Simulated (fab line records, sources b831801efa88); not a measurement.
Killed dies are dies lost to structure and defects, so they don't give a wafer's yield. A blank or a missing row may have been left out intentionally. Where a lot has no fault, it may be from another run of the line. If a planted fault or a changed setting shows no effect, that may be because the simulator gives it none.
Which tool did it? | flow sky130 | 17 wafers sampled from 6 lots at 1 step of a route of 708

== WHAT THE GAUGES SHOWED, per wafer ==
SKY_VIA2_BOW_MEAS_03.
lot  | measured     | on            | VIA2_BOW (um)
L565 | day 36 12:26 | film metro-01 | 98 70 85
L570 | day 37 17:28 | film metro-02 | 82 89 97
L572 | day 38 15:37 | film metro-03 | 87 75
L579 | day 40 06:38 | film metro-03 | 76 91 66
L582 | day 41 06:43 | film metro-01 | 85 76 82
L586 | day 42 06:01 | film metro-03 | 84 89 85

== WHICH TOOL RAN EACH LOT (tool, then ch and the chambers of the sampled wafers, then the start) ==
Record: no process step prior to these readings.

== THE ANSWER, worked out from the rows above alone ==
Rule: what is usual is taken from the lots themselves. Put in order of their means at a reading, lots are off if they are a third of the lots or fewer, leave a main group of 4 or more, and stand apart from it by a gap of 3 or more times the standard deviation of the main group's means; of several such gaps the widest counts. Not used: any main group whose means are identical at the precision the tables above print for the reading. Also off: a lot with no number at a reading for which 4 or more lots have one. Any other lot the step has rows for is counted as sound.
None of the lots is off at any reading shown; this tells nothing.

== WHAT THE SIMULATOR HAD INSERTED ==
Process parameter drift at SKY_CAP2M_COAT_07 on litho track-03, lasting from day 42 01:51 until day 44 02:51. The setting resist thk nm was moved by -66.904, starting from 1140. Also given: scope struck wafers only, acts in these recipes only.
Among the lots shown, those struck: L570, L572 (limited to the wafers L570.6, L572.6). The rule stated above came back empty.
